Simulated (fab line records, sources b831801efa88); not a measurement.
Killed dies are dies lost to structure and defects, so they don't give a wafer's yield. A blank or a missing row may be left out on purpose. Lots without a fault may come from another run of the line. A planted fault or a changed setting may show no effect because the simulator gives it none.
One fault seen from 2 desks | flow gf180mcu | each desk has only its own numbers; what lay behind them comes last

THE TOOL OWNER'S DESK: litho_track-02
The tool's own readings at GF_VT_IMPLANT_SOFTBAKE_25 (time 60 s): means of the sampled wafers that have a number, for each lot that ran on this tool. A lot is out of limits, marked OUT, if its mean lies more than 4 standard deviations from the usual mean; the brackets give that distance.
Columns: A = exhaust_pa at GF_VT_IMPLANT_SOFTBAKE_25, usual 45.0 Pa; B = heater_power_total_W at GF_VT_IMPLANT_SOFTBAKE_25, usual 55.79 W; C = run_length_s at GF_VT_IMPLANT_SOFTBAKE_25, usual 89.14 s
lot  | first seen here | A    | B               | C
L877 | day 6 20:58     | 44.9 | 55.77           | 89.09
L879 | day 7 08:43     | 43.6 | 55.82           | 89.05
L880 | day 7 15:53     | 46.0 | 55.81           | 89.08
L882 | day 8 07:01     | 44.9 | 55.78           | 89.32
L883 | day 8 09:32     | 44.7 | 55.79           | 89.02
L884 | day 8 17:50     | 45.2 | 57.76 (+39) OUT | 82.99 (-47) OUT
L885 | day 8 23:05     | 43.7 | 57.74 (+39) OUT | 82.97 (-47) OUT
L897 | day 12 04:22    | 44.3 | 55.82           | 89.19
This desk's finding: out of limits on L884, L885; first on L884, day 8 17:50 (heater_power_total_W at GF_VT_IMPLANT_SOFTBAKE_25). In limits: L877, L879, L880, L882, L883, L897.

THE METROLOGY DESK
What the gauges read, lot by lot, whatever tool the lot ran on: means of the sampled wafers that have a number. A lot is out of limits, marked OUT, if its mean lies more than 4 standard deviations from the usual mean; the brackets give that distance.
Columns: A = STI_OXIDATION_01_THK at GF_STI_THK_MEAS_22, usual 15.03 nm; B = DUAL_GATE_OVL at GF_DUAL_GATE_OVL_MEAS_11, usual -0.7 nm
lot  | first seen here | A     | B
L876 | day 2 02:27     | 15.28 | -1.9
L877 | day 2 09:31     | 14.92 | -2.5
L878 | day 2 14:50     | 14.89 | -1.5
L879 | day 2 20:10     | 14.92 | -2.3
L880 | day 3 00:16     | 14.82 | 0.3
L882 | day 3 11:50     | 15.16 | -3.0
L883 | day 3 15:34     | 14.79 | -0.8
L884 | day 3 21:52     | 15.07 | -1.6
L885 | day 4 01:22     | 14.80 | 0.8
L894 | day 6 03:25     | 15.09 | -2.4
L896 | day 6 10:22     | 15.18 | -0.5
L897 | day 6 15:36     | 14.95 | -0.5
L898 | day 6 21:43     | 15.11 | 0.8
L899 | day 7 02:56     | 14.61 | -0.3
This desk's finding: nothing out of limits on any of the 14 lots.

PUT TOGETHER
The tool owner's desk could have raised an alarm at day 8 17:50, on L884, L885.
The metrology desk saw nothing out of limits.
The metrology desk has L884, L885 on record, within its limits.
Of the lots named, all ran GF_VT_IMPLANT_SOFTBAKE_25 on litho_track-02.

WHAT THE SIMULATOR HAD PUT IN
Process parameter drift: litho_track-02, from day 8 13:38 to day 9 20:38, at GF_VT_IMPLANT_SOFTBAKE_25. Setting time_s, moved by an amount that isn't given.
Lots struck among those shown: L884, L885.
Hours from the fault's start to each desk's first reading out of limits: the tool owner's desk, 4.
